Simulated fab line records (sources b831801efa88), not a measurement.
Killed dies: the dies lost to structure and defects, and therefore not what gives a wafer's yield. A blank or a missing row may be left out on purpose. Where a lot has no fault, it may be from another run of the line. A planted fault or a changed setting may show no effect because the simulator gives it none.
2 desks, one fault	flow gf180mcu	every desk sees just its own numbers, and what lay behind them comes last

== METROLOGY DESK ==
What the gauges read, lot by lot, whatever tool the lot ran on: means of the sampled wafers that have a number. If a lot's mean is further than 4 standard deviations from the usual mean, the lot is out of limits and carries the mark OUT (the distance appears in the brackets).
Columns: A = POLY_GATE_CVD_00_THK at GF_POLY_GATE_THK_MEAS_01, usual 200.3 nm; B = M1_ALCU_THK at GF_M1_THK_MEAS_06, usual 446 nm; C = V1_CVD_02_THK at GF_V1_THK_MEAS_03, usual 852 nm
lot	first seen here	A	B	C
L825	day 8 12:40	202.4	449	856
L828	day 9 04:52	199.8	441	860
L829	day 9 12:47	203.2	449	847
L831	day 9 22:41	200.7	445	839
L833	day 10 14:06	201.1	447	852
L834	day 11 01:47	198.3	441	855
L835	day 11 07:28	199.9	443	854
L836	day 11 16:20	200.0	448	855
L841	day 13 03:37	200.6	453	849
L843	day 13 14:39	140.6 (-31) OUT	445	836
L846	day 15 05:13	140.6 (-31) OUT	445	850
L848	day 15 18:10	199.7	449	853
Per this desk, out of limits: L843, L846; the first was L843, day 13 14:39 (POLY_GATE_CVD_00_THK at GF_POLY_GATE_THK_MEAS_01). L825, L828, L829, L831, L833, L834, L835, L836, L841, L848 stayed within limits.

== TOOL OWNER'S DESK, lpcvd-01 ==
The tool's own readings at GF_POLY_GATE_CVD_00 (deposits poly-Si, target thk 200 nm, time 1200 s): means of the sampled wafers that have a number, for each lot that ran on this tool. If a lot's mean is further than 4 standard deviations from the usual mean, the lot is out of limits and carries the mark OUT (the distance appears in the brackets).
Columns: A = pressure-mtorr at GF_POLY_GATE_CVD_00, usual 199.9 mTorr; B = spike-tc-lower-C at GF_POLY_GATE_CVD_00, usual 619.8 C
lot	first seen here	A	B
L828	day 9 03:31	199.4	619.1
L829	day 9 11:26	200.0	619.9
L834	day 10 23:47	199.2	619.1
L841	day 13 02:17	199.9	618.7
L843	day 13 13:19	100.2 (-99 or more) OUT	619.8
L846	day 15 03:52	100.1 (-99 or more) OUT	619.5
This desk's verdict: out of limits on L843, L846, starting with L843 at day 13 13:19 (pressure-mtorr at GF_POLY_GATE_CVD_00). L828, L829, L834, L841 stayed within limits.

== PUT TOGETHER ==
The tool owner's desk could have raised an alarm at day 13 13:19, on L843, L846.
The metrology desk could have raised an alarm at day 13 14:39, on L843, L846.
The lots listed all ran GF_POLY_GATE_CVD_00 on lpcvd-01.

== WHAT THE SIMULATOR HAD INSERTED ==
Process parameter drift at GF_POLY_GATE_CVD_00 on lpcvd-01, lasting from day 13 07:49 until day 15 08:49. Setting pressure-mtorr, moved by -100, from 200. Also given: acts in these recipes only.
Struck lots among those shown: L843, L846.
Fault start to first reading out of limits, in hours, per desk: tool owner, 6; metrology, 7.
